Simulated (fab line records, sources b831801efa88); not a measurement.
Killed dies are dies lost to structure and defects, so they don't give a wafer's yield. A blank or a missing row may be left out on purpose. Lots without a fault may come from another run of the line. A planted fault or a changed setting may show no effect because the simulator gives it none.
A struck lot beside a sound one | flow sky130 | 14 steps out of a route of 708
Sound: wafers L928.2, L928.3, L928.5. Struck: wafers L925.1, L925.3, L925.4. The cause comes at the end.
At each step with rows: each side's tool, then ch and its chambers, then its first start. Under that, the readings that differ: sound wafers | struck wafers | difference of the means | sigmas: that difference in standard deviations of wafers without a fault.
alike: readings whose means differ by less than 2 such deviations, and words and numbers that are the same on both sides. not compared: withheld readings, readings that some wafer has no value for, bounds like >300 that may hide the same value, and numbers for which the record gives no deviation and whose values overlap.
The two part at a step that has a row with sigmas, a row that says differs or no value, or rows on one side only. Numbers that don't overlap but have no deviation are shown without sigmas and don't part them. A reading that every wafer of one side lacks parts them only if that side has two wafers or more.

first, 1 step without rows for these wafers: SKY_METAL5_CLEAN_19 (cleans in O3/DIW).
SKY_PASSIVATION_CVD_00: deposits SiO2, target thk 90 nm.
  sound on pecvd-03 ch 2, day 48 00:06; struck on pecvd-01 ch 0,2, day 45 02:24
  alike: heater_power_w, susceptor_temp_C
SKY_PASSIVATION_THK_MEAS_01:
  sound on film_metro-04, day 48 00:08; struck on film_metro-01, day 45 02:28
  alike: PASSIVATION_CVD_00_THK
SKY_PASSIVATION_CVD_02: deposits Si3N4, target thk 540 nm.
  sound on pecvd-01 ch 0,1, day 48 00:11; struck on pecvd-03 ch 0,1,2, day 45 02:31
  alike: heater_power_w, susceptor_temp_C
SKY_PASSIVATION_THK_MEAS_03:
  sound on film_metro-03, day 48 00:26; struck on film_metro-03, day 45 02:45
  alike: PASSIVATION_CVD_02_THK
then, 7 steps without rows for these wafers: SKY_PASSIVATION_DEHYDRATE_04 (time 60 s); SKY_PASSIVATION_HMDS_05 (prime time 60 s); SKY_PASSIVATION_COAT_06 (resist thk 3000 nm); SKY_PASSIVATION_SOFTBAKE_07; SKY_PASSIVATION_EXPOSE_08 (exposes mask NSM, target cd 3000 nm); SKY_PASSIVATION_PEB_09; SKY_PASSIVATION_DEVELOP_10 (develop time 60 s).
SKY_PASSIVATION_ETCH_11: etches the open film in CF4/O2, stops on AlCu, target depth 725 nm, time 161.1 s.
  sound on rie_diel-02 ch 0,1, day 48 18:34; struck on rie_diel-02 ch 1,2,3, day 45 22:39
  no value came back on the struck wafers for any of 5 readings (O2_flow_sccm (sccm), bias_w (W) and others); on the sound wafers O2_flow_sccm (sccm) reads 9.970 10.062 9.999
  reading                                       | sound          | struck         | difference | sigmas
  model.coat_of_PASSIVATION_COAT_06.thk_nm (nm) | 2509 2513 2521 | 2996 2991 2994 | +479       |
  not compared: rf_hours_counter_h
SKY_PASSIVATION_STRIP_12: strips in O2/N2.
  sound on plasma_asher-02 ch 0,1, day 48 18:40; struck on plasma_asher-02 ch 0,1, day 45 22:46
  reading                      | sound             | struck            | difference | sigmas
  strip_time_to_endpoint_s (s) | 31.44 31.47 31.57 | 36.91 36.85 36.88 | +5.39      | +41
  alike: drypump_motor_current_A, oes_product_au
  not compared: rf_hours_counter_h

WHERE THEY PART
First at SKY_PASSIVATION_ETCH_11; last, within this record, at SKY_PASSIVATION_STRIP_12.

WHY: what the simulator had put in
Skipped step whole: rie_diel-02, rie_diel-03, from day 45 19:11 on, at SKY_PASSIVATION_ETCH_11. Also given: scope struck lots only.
